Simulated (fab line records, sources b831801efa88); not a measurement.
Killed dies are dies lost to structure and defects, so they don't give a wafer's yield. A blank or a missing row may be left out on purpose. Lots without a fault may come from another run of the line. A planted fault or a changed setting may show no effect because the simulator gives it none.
Which tool did it? | flow gf180mcu | 24 lots, 72 wafers sampled, at 5 steps of a route of 602

WHAT THE GAUGES READ, wafer by wafer
GF_PSD_TW_MEAS_11.
lot  | measured     | on            | PSD_TW
L074 | day 14 09:13 | film_metro-01 | 3245 3240 3237
L075 | day 14 18:29 | film_metro-03 | 3169 3179 3196
L076 | day 14 20:22 | film_metro-03 | 3169 3194 3159
L077 | day 15 03:46 | film_metro-03 | 3160 3156 3167
L078 | day 15 15:12 | film_metro-04 | 3202 3207 3202
L079 | day 16 02:19 | film_metro-04 | 3172 3177 3157
L080 | day 16 10:53 | film_metro-03 | 3172 3163 3160
L081 | day 16 17:10 | film_metro-04 | 3149 3152 3154
L082 | day 17 04:41 | film_metro-04 | 3169 3183 3176
L083 | day 17 11:16 | film_metro-04 | 3170 3181 3167
L084 | day 17 19:59 | film_metro-04 | 3173 3177 3178
L085 | day 17 23:17 | film_metro-03 | 3143 3147 3159
L086 | day 18 12:21 | film_metro-03 | 3158 3160 3170
L087 | day 18 16:58 | film_metro-03 | 3169 3179 3193
L088 | day 19 14:09 | film_metro-03 | 3171 3159 3162
L089 | day 19 15:24 | film_metro-03 | 3162 3177 3167
L090 | day 19 23:50 | film_metro-01 | 3225 3232 3237
L091 | day 20 03:40 | film_metro-03 | 3152 3169 3142
L092 | day 20 10:10 | film_metro-01 | 3250 3250 3242
L093 | day 20 19:39 | film_metro-03 | 3151 3159 3141
L094 | day 21 07:02 | film_metro-04 | 3182 3176 3175
L095 | day 21 12:46 | film_metro-01 | 3248 3228 3242
L096 | day 21 17:42 | film_metro-04 | 3170 3190 3162
L097 | day 22 04:18 | film_metro-01 | 3241 3241 3229

GF_M2_RS_MEAS_05: measures by four-point-probe.
lot  | measured     | on            | M2_ALCU_RS (ohm/sq)
L074 | day 18 07:40 | film_metro-01 | 0.0701 0.0701 0.0698
L075 | day 18 18:41 | film_metro-02 | 0.0695 0.0690 0.0700
L076 | day 18 20:22 | film_metro-03 | 0.0696 0.0701 0.0698
L077 | day 19 06:01 | film_metro-01 | 0.0687 0.0678 0.0684
L078 | day 19 18:23 | film_metro-03 | 0.0687 0.0690 0.0691
L079 | day 20 05:22 | film_metro-01 | 0.0695 0.0699 0.0690
L080 | day 20 14:09 | film_metro-01 | 0.0684 0.0686 0.0686
L081 | day 20 20:43 | film_metro-03 | 0.0694 0.0700 0.0697
L082 | day 21 09:39 | film_metro-03 | 0.0708 0.0709 0.0708
L083 | day 21 15:38 | film_metro-03 | 0.0686 0.0685 0.0683
L084 | day 22 00:23 | film_metro-03 | 0.0692 0.0690 0.0694
L085 | day 22 05:13 | film_metro-03 | 0.0686 0.0682 0.0678
L086 | day 22 18:55 | film_metro-03 | 0.0701 0.0711 0.0705
L087 | day 22 20:52 | film_metro-02 | 0.0694 0.0687 0.0693
L088 | day 23 17:53 | film_metro-03 | 0.0704 0.0703 0.0701
L089 | day 23 19:31 | film_metro-02 | 0.0689 0.0695 0.0696
L090 | day 24 03:31 | film_metro-03 | 0.0703 0.0698 0.0700
L091 | day 24 07:13 | film_metro-03 | 0.0703 0.0702 0.0698
L092 | day 24 12:41 | film_metro-02 | 0.0704 0.0708 0.0701
L093 | day 24 22:40 | film_metro-03 | 0.0692 0.0691 0.0688
L094 | day 25 08:25 | film_metro-03 | 0.0693 0.0699 0.0701
L095 | day 25 14:20 | film_metro-01 | 0.0704 0.0705 0.0705
L096 | day 25 17:26 | film_metro-02 | 0.0701 0.0696 0.0698
L097 | day 26 02:22 | film_metro-01 | 0.0690 0.0701 0.0693

GF_M2_THK_MEAS_06: measures by xrf.
lot  | measured     | on            | M2_ALCU_THK (nm)
L074 | day 18 07:46 | film_metro-01 | 454 457 457
L075 | day 18 18:47 | film_metro-02 | 455 457 453
L076 | day 18 20:28 | film_metro-03 | 449 446 447
L077 | day 19 06:08 | film_metro-01 | 464 468 464
L078 | day 19 18:30 | film_metro-03 | 453 452 453
L079 | day 20 05:29 | film_metro-01 | 458 454 461
L080 | day 20 14:16 | film_metro-01 | 463 465 463
L081 | day 20 20:49 | film_metro-03 | 448 447 448
L082 | day 21 09:46 | film_metro-03 | 444 444 441
L083 | day 21 15:44 | film_metro-03 | 457 458 458
L084 | day 22 00:30 | film_metro-03 | 454 451 451
L085 | day 22 05:20 | film_metro-03 | 454 462 460
L086 | day 22 19:02 | film_metro-03 | 447 441 444
L087 | day 22 20:59 | film_metro-02 | 456 457 455
L088 | day 23 18:00 | film_metro-03 | 445 446 448
L089 | day 23 19:37 | film_metro-02 | 458 455 455
L090 | day 24 03:38 | film_metro-03 | 443 446 446
L091 | day 24 07:19 | film_metro-03 | 445 446 448
L092 | day 24 12:49 | film_metro-02 | 449 448 453
L093 | day 24 22:46 | film_metro-03 | 452 451 452
L094 | day 25 08:32 | film_metro-03 | 453 447 445
L095 | day 25 14:27 | film_metro-01 | 452 451 448
L096 | day 25 17:33 | film_metro-02 | 453 451 452
L097 | day 26 02:29 | film_metro-01 | 462 453 456

WHICH TOOL RAN EACH LOT (tool, then ch and the chambers of the sampled wafers, then the start)
lot  | GF_STI_ETCH_13                    | GF_CONTACT_CVD_24
L074 | rie_diel-01 ch 0,2,3, day 2 01:28 | cvd_w-01 ch 0,1, day 16 07:15
L075 | rie_diel-02 ch 0,2,3, day 2 07:22 | cvd_w-01 ch 0,1, day 16 16:59
L076 | rie_diel-04 ch 0,2,3, day 2 11:52 | cvd_w-02 ch 0, day 16 18:04
L077 | rie_diel-01 ch 0,1,3, day 2 17:25 | cvd_w-01 ch 0,1, day 17 03:19
L078 | rie_diel-01 ch 0,3, day 2 21:13   | cvd_w-02 ch 0, day 17 14:10
L079 | rie_diel-01 ch 0,1,3, day 3 04:01 | cvd_w-01 ch 0,1, day 18 02:10
L080 | rie_diel-02 ch 0,1,2, day 3 09:01 | cvd_w-01 ch 0,1, day 18 10:54
L081 | rie_diel-04 ch 0,1,3, day 3 13:43 | cvd_w-01 ch 0,1, day 18 17:17
L082 | rie_diel-01 ch 0,2, day 3 20:37   | cvd_w-01 ch 0,1, day 19 06:19
L083 | rie_diel-02 ch 0,3, day 4 00:58   | cvd_w-01 ch 0,1, day 19 12:52
L084 | rie_diel-04 ch 1,2,3, day 4 07:01 | cvd_w-02 ch 0,1, day 19 21:27
L085 | rie_diel-04 ch 1,2,3, day 4 11:10 | cvd_w-01 ch 0,1, day 20 01:41
L086 | rie_diel-04 ch 0,1,3, day 4 15:28 | cvd_w-02 ch 0,1, day 20 15:01
L087 | rie_diel-01 ch 0,2,3, day 4 20:55 | cvd_w-01 ch 0,1, day 20 18:19
L088 | rie_diel-04 ch 2,3, day 5 03:28   | cvd_w-01 ch 0,1, day 21 15:33
L089 | rie_diel-02 ch 0,1, day 5 07:01   | cvd_w-02 ch 0,1, day 21 17:06
L090 | rie_diel-04 ch 0,1,3, day 5 14:04 | cvd_w-02 ch 0,1, day 22 02:01
L091 | rie_diel-04 ch 1,2,3, day 5 17:13 | cvd_w-02 ch 0,1, day 22 06:09
L092 | rie_diel-04 ch 1,2,3, day 5 21:43 | cvd_w-02 ch 0,1, day 22 11:19
L093 | rie_diel-04 ch 1,2,3, day 6 03:13 | cvd_w-01 ch 0, day 22 20:32
L094 | rie_diel-01 ch 1,2,3, day 6 08:19 | cvd_w-02 ch 0,1, day 23 08:28
L095 | rie_diel-02 ch 2,3, day 6 14:16   | cvd_w-01 ch 1, day 23 12:54
L096 | rie_diel-01 ch 1,2, day 6 18:31   | cvd_w-02 ch 0,1, day 23 18:34
L097 | rie_diel-02 ch 0,1, day 6 23:52   | cvd_w-01 ch 0,1, day 24 03:34
- GF_STI_ETCH_13: etches the open film in CHF3/O2, stops on Si, target depth 282.31 nm, time 112.9 s.
- GF_CONTACT_CVD_24: deposits W, target thk 300 nm, time 90.339 s.

WHAT THE TOOLS THEMSELVES READ (means of the sampled wafers that have a number; where no wafer has one, the mark that the record gives instead)
GF_STI_ETCH_13.
lot  | tool        | drypump_motor_current_A (A) | oes_product_au (a.u.) | throttle_valve_pct (%)
L074 | rie_diel-01 | 5.6                         | 0.827                 | 8.817
L075 | rie_diel-02 | 5.6                         | 0.827                 | 8.820
L076 | rie_diel-04 | 6.1                         | 0.828                 | 8.810
L077 | rie_diel-01 | 5.8                         | 0.829                 | 8.811
L078 | rie_diel-01 | 5.9                         | 0.830                 | 8.804
L079 | rie_diel-01 | 5.7                         | 0.835                 | 8.808
L080 | rie_diel-02 | 5.7                         | 0.838                 | 8.811
L081 | rie_diel-04 | 5.8                         | 0.831                 | 8.807
L082 | rie_diel-01 | 5.6                         | 0.840                 | 8.816
L083 | rie_diel-02 | 5.3                         | 0.831                 | 8.807
L084 | rie_diel-04 | 5.9                         | 0.832                 | 8.804
L085 | rie_diel-04 | 5.9                         | 0.831                 | 8.821
L086 | rie_diel-04 | 5.8                         | 0.826                 | 8.807
L087 | rie_diel-01 | 5.7                         | 0.831                 | 8.806
L088 | rie_diel-04 | 6.1                         | 0.831                 | 8.810
L089 | rie_diel-02 | 5.7                         | 0.838                 | 8.812
L090 | rie_diel-04 | 5.7                         | 0.832                 | 8.810
L091 | rie_diel-04 | 5.9                         | 0.835                 | 8.815
L092 | rie_diel-04 | 5.9                         | 0.828                 | 8.817
L093 | rie_diel-04 | 5.9                         | 0.833                 | 8.810
L094 | rie_diel-01 | 5.5                         | 0.832                 | 8.806
L095 | rie_diel-02 | 5.6                         | 0.826                 | 8.807
L096 | rie_diel-01 | 5.4                         | 0.831                 | 8.805
L097 | rie_diel-02 | 5.5                         | 0.821                 | 8.805

GF_CONTACT_CVD_24.
lot  | tool     | heater_power_w (W)
L074 | cvd_w-01 | 860
L075 | cvd_w-01 | 861
L076 | cvd_w-02 | 818
L077 | cvd_w-01 | 858
L078 | cvd_w-02 | 807
L079 | cvd_w-01 | 837
L080 | cvd_w-01 | 840
L081 | cvd_w-01 | 831
L082 | cvd_w-01 | 828
L083 | cvd_w-01 | 827
L084 | cvd_w-02 | 825
L085 | cvd_w-01 | 842
L086 | cvd_w-02 | 823
L087 | cvd_w-01 | 827
L088 | cvd_w-01 | 849
L089 | cvd_w-02 | 821
L090 | cvd_w-02 | 815
L091 | cvd_w-02 | 820
L092 | cvd_w-02 | 819
L093 | cvd_w-01 | 803
L094 | cvd_w-02 | 829
L095 | cvd_w-01 | 851
L096 | cvd_w-02 | 820
L097 | cvd_w-01 | 825

THE ANSWER, worked out from the rows above alone
Rule: what is usual is taken from the lots themselves. Put in order of their means at a reading, lots are off if they are a third of the lots or fewer, leave a main group of 4 or more, and stand apart from it by a gap of 3 or more times the standard deviation of the main group's means; of several such gaps the widest counts. A main group whose means are all the same, to the digits that the tables above print for the reading, isn't used. A lot without any number at a reading at which 4 lots or more have one is off too. The other lots that the step has rows for count as sound. The gauges are gone through in route order, then the tools' own readings, and for those a lot's mean is taken as printed above. The first step at which some lot is off is used, and at that step the reading that is off furthest; a lot without a number counts as furthest.
No lot is off at any reading shown: from this, nothing can be told.

WHAT THE SIMULATOR HAD PUT IN
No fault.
